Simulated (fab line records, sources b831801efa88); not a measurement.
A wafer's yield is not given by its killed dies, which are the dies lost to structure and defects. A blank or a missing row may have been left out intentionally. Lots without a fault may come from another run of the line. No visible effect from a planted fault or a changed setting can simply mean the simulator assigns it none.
Which of the tools did it? ; flow gf180mcu ; 12 lots with 36 wafers sampled at 5 steps, on a route of 602 steps

== WHAT THE GAUGES SHOWED, per wafer ==
GF_V2_THK_MEAS_03. Usual: for V2_CVD_02_THK the level is 852 nm and the standard deviation is 10.
lot;measured;on;V2_CVD_02_THK (nm);flag
L296;day 19 02:52;filmMetro-02;845 855 862;
L297;day 19 13:43;filmMetro-04;860 862 850;
L298;day 20 00:04;filmMetro-02;843 847 855;
L301;day 21 04:20;filmMetro-02;850 857 872;
L302;day 21 13:49;filmMetro-01;847 841 854;
L303;day 21 23:59;filmMetro-02;827 834 836;
L308;day 23 17:26;filmMetro-02;845 847 860;
L309;day 24 00:03;filmMetro-01;848 855 858;
L312;day 25 01:59;filmMetro-01;849 854 847;
L317;day 26 14:10;filmMetro-04;838 841 849;
L318;day 26 18:41;filmMetro-01;846 862 855;
L319;day 27 02:57;filmMetro-04;831 847 851;

== WHAT TOOL EACH LOT RAN ON (gives the tool, then ch and the chambers of the sampled wafers, and finally the start) ==
lot;GF_V1_CVD_23;GF_M2_SPUTTER_04;GF_M2_METAL_ETCH_16;GF_M2_STRIP_17
L296;cvdW-01 ch 0,1, day 18 01:04;pvdSputter-04, day 18 01:50;rieMetal-02 ch 0,1, day 19 02:00;plasmaAsher-01 ch 0,1, day 19 02:08
L297;cvdW-02 ch 0,1, day 18 11:53;pvdSputter-04, day 18 12:38;rieMetal-03 ch 0,1, day 19 12:50;plasmaAsher-01 ch 0,1, day 19 12:58
L298;cvdW-02 ch 1, day 18 22:47;pvdSputter-03, day 18 23:38;rieMetal-03 ch 0,1, day 19 23:10;plasmaAsher-01 ch 0,1, day 19 23:17
L301;cvdW-02 ch 0,1, day 20 02:24;pvdSputter-02, day 20 03:10;rieMetal-03 ch 1, day 21 03:27;plasmaAsher-02 ch 1, day 21 03:35
L302;cvdW-01 ch 0,1, day 20 12:10;pvdSputter-02, day 20 12:56;rieMetal-01 ch 0,1, day 21 12:54;plasmaAsher-02 ch 0,1, day 21 13:02
L303;cvdW-02 ch 0,1, day 20 21:47;pvdSputter-02, day 20 22:34;rieMetal-02 ch 0,1, day 21 22:46;plasmaAsher-02 ch 0,1, day 21 22:53
L308;cvdW-01 ch 0,1, day 22 16:51;pvdSputter-02, day 22 17:38;rieMetal-02 ch 0,1, day 23 16:32;plasmaAsher-02 ch 0,1, day 23 16:42
L309;cvdW-01 ch 0,1, day 22 23:25;pvdSputter-03, day 23 00:11;rieMetal-02 ch 0,1, day 23 23:03;plasmaAsher-01 ch 0,1, day 23 23:13
L312;cvdW-02 ch 0, day 24 02:16;pvdSputter-02, day 24 03:02;rieMetal-03 ch 0,1, day 25 01:06;plasmaAsher-02 ch 0, day 25 01:14
L317;cvdW-02 ch 0,1, day 25 15:28;pvdSputter-02, day 25 16:14;rieMetal-03 ch 0,1, day 26 13:19;plasmaAsher-02 ch 1, day 26 13:26
L318;cvdW-02 ch 0,1, day 25 20:24;pvdSputter-03, day 25 21:08;rieMetal-02 ch 0,1, day 26 17:50;plasmaAsher-01 ch 0,1, day 26 17:58
L319;cvdW-01 ch 0,1, day 26 04:12;pvdSputter-04, day 26 04:59;rieMetal-02 ch 0,1, day 27 02:04;plasmaAsher-04 ch 0,1, day 27 02:11
- GF_V1_CVD_23: deposits W, target thk 350 nm, time 105.05 s.
- GF_M2_SPUTTER_04: material TiN, target thk 50 nm, time 41.7 s.
- GF_M2_METAL_ETCH_16: etches the open film in Cl2/BCl3, stops on SiO2, target depth 750.8 nm, time 125.1 s.
- GF_M2_STRIP_17: strips in O2/N2.

== AS READ BY THE TOOLS THEMSELVES (means over the sampled wafers that have a number; for cases with no such wafer, the mark the record gives instead) ==
GF_V1_CVD_23. Usual: heaterPowerW reads 918 W (standard deviation 91).
lot;tool;heaterPowerW (W);flag
L296;cvdW-01;864;
L297;cvdW-02;884;
L298;cvdW-02;946;
L301;cvdW-02;920;
L302;cvdW-01;884;
L303;cvdW-02;890;
L308;cvdW-01;971;
L309;cvdW-01;889;
L312;cvdW-02;868;
L317;cvdW-02;919;
L318;cvdW-02;888;
L319;cvdW-01;987;

GF_M2_SPUTTER_04. Usual: throttleValvePct reads 30.0 % (standard deviation 1).
lot;tool;throttleValvePct (%);flag
L296;pvdSputter-04;30.9;
L297;pvdSputter-04;30.6;
L298;pvdSputter-03;29.1;
L301;pvdSputter-02;29.8;
L302;pvdSputter-02;28.2;
L303;pvdSputter-02;29.9;
L308;pvdSputter-02;29.8;
L309;pvdSputter-03;29.8;
L312;pvdSputter-02;29.2;
L317;pvdSputter-02;30.4;
L318;pvdSputter-03;29.8;
L319;pvdSputter-04;30.6;

GF_M2_METAL_ETCH_16. Usual: biasW 140.0 W, standard deviation 0.42; drypumpMotorCurrentA 5.7 A, standard deviation 0.49; oesProductAu 0.990 a.u., standard deviation 0.0049; throttleValvePct 28.230 %, standard deviation 0.0097.
lot;tool;biasW (W);drypumpMotorCurrentA (A);oesProductAu (a.u.);throttleValvePct (%);flag
L296;rieMetal-02;139.7;5.2;0.985;28.237;
L297;rieMetal-03;140.2;6.2;0.988;28.226;
L298;rieMetal-03;140.0;6.2;0.985;28.229;
L301;rieMetal-03;140.4;6.2;0.997;28.226;
L302;rieMetal-01;140.6;6.1;0.984;28.238;
L303;rieMetal-02;139.9;5.5;0.990;28.228;
L308;rieMetal-02;169.9;5.5;0.999;28.229;OFF
L309;rieMetal-02;170.5;5.5;0.995;28.226;OFF
L312;rieMetal-03;140.4;6.2;0.990;28.236;
L317;rieMetal-03;139.9;6.2;0.993;28.231;
L318;rieMetal-02;140.2;5.5;0.995;28.227;
L319;rieMetal-02;140.1;5.5;0.990;28.228;

GF_M2_STRIP_17. Usual: drypumpMotorCurrentA 6.05 A, standard deviation 0.29; heaterPowerW 355 W, standard deviation 27; oesProductAu 0.536 a.u., standard deviation 0.0046; stripTimeToEndpointS 7.37 s, standard deviation 0.035.
lot;tool;drypumpMotorCurrentA (A);heaterPowerW (W);oesProductAu (a.u.);stripTimeToEndpointS (s);flag
L296;plasmaAsher-01;6.33;331;0.540;7.43;
L297;plasmaAsher-01;6.33;333;0.536;7.40;
L298;plasmaAsher-01;6.05;348;0.535;7.39;
L301;plasmaAsher-02;6.11;376;0.535;7.34;
L302;plasmaAsher-02;6.04;365;0.534;7.36;
L303;plasmaAsher-02;6.04;368;0.537;7.38;
L308;plasmaAsher-02;5.98;355;0.530;7.17;OFF
L309;plasmaAsher-01;6.34;324;0.529;7.19;OFF
L312;plasmaAsher-02;5.93;341;0.540;7.36;
L317;plasmaAsher-02;6.11;373;0.541;7.39;
L318;plasmaAsher-01;6.06;347;0.533;7.36;
L319;plasmaAsher-04;5.92;382;0.540;7.43;

== THE ANSWER, worked out from the rows above alone ==
Rule: take the mean of a lot's wafers that have a number; if it is more than 3 standard deviations from the usual mean, the lot is off. Also off: a lot with no number at a reading for which 4 or more lots have one. Where the step has rows for the other lots, those lots are counted as sound. The gauges are gone through in route order, then the tools' own readings, and for those a lot's mean is taken as printed above. The first step at which some lot is off is used, and at that step the reading that is off furthest; a lot without a number counts as furthest.
Off at GF_M2_METAL_ETCH_16 (biasW): L308, L309.
If a tool, at that step or one of the process steps before it, ran each lot that is off and ran no sound lot following the first of them, it fits. Not one of the candidates tried fits.

== WHAT HAD BEEN PUT IN BY THE SIMULATOR ==
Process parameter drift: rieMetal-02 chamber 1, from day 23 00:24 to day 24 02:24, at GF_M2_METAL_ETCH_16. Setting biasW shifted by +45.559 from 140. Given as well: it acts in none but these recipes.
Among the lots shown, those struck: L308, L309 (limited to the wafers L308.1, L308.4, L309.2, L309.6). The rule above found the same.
